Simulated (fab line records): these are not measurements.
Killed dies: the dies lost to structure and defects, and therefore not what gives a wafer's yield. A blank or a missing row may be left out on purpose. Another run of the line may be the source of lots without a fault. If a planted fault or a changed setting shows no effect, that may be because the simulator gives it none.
Matching of chambers / flow sky130 / cmp-02 running SKY_LI_CONTACT_CMP_24: 4 sister chambers
The step polishes, stops on PSG, t overpolish 20 s, target thk 0 nm. 7 wafers are shown with their chamber, then 9 later ones without.

== WAFERS WITH THEIR CHAMBER ==
wafer=L951.1; chamber=3; motorCurrentA (A)=10.9; timeToEndpointS (s)=94
wafer=L951.6; chamber=1; motorCurrentA (A)=11.6; timeToEndpointS (s)=97
wafer=L953.3; chamber=3; motorCurrentA (A)=10.1; timeToEndpointS (s)=101
wafer=L953.6; chamber=0; motorCurrentA (A)=9.6; timeToEndpointS (s)=98
wafer=L960.1; chamber=2; motorCurrentA (A)=10.5; timeToEndpointS (s)=85
wafer=L960.2; chamber=0; motorCurrentA (A)=9.3; timeToEndpointS (s)=89
wafer=L960.6; chamber=1; motorCurrentA (A)=11.5; timeToEndpointS (s)=93

== WAFERS WITHOUT THEIR CHAMBER ==
wafer=L961.4; motorCurrentA (A)=10.8; timeToEndpointS (s)=96
wafer=L961.5; motorCurrentA (A)=10.6; timeToEndpointS (s)=94
wafer=L961.6; motorCurrentA (A)=10.5; timeToEndpointS (s)=87
wafer=L962.3; motorCurrentA (A)=10.5; timeToEndpointS (s)=92
wafer=L962.4; motorCurrentA (A)=10.5; timeToEndpointS (s)=98
wafer=L962.5; motorCurrentA (A)=11.7; timeToEndpointS (s)=99
wafer=L964.4; motorCurrentA (A)=10.5; timeToEndpointS (s)=84
wafer=L964.5; motorCurrentA (A)=10.4; timeToEndpointS (s)=99
wafer=L964.6; motorCurrentA (A)=10.6; timeToEndpointS (s)=88

== WHICH CHAMBER EACH ONE RAN IN ==
wafer=L961.4; from the rows above=can't be placed: 3 or 1 or 2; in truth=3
wafer=L961.5; from the rows above=can't be placed: 3 or 2 or 1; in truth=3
wafer=L961.6; from the rows above=can't be placed: 2 or 3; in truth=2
wafer=L962.3; from the rows above=can't be placed: 3 or 2 or 0 or 1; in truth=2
wafer=L962.4; from the rows above=3; in truth=3
wafer=L962.5; from the rows above=1; in truth=1
wafer=L964.4; from the rows above=2; in truth=2
wafer=L964.5; from the rows above=3; in truth=3
wafer=L964.6; from the rows above=can't be placed: 2 or 3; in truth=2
4 of 9 placed correctly. From these rows, 5 cannot be placed; in 5 the true chamber is one of the candidates. Number placed wrongly: 0.
How it was worked out, from the rows above alone: a wafer's distance from a chamber is the root of the sum, over the readings, of the square of ((its reading less the chamber's mean) divided by the reading's scatter). If the next closest chamber is less than 2 further off than the closest, the wafer can't be placed; otherwise it belongs to the closest. A chamber's mean is the mean of its shown wafers. How the scatter is found: for the shown wafers, subtract from each reading the mean of its chamber, square and add these, divide the total by (wafers less chambers), then take the root.
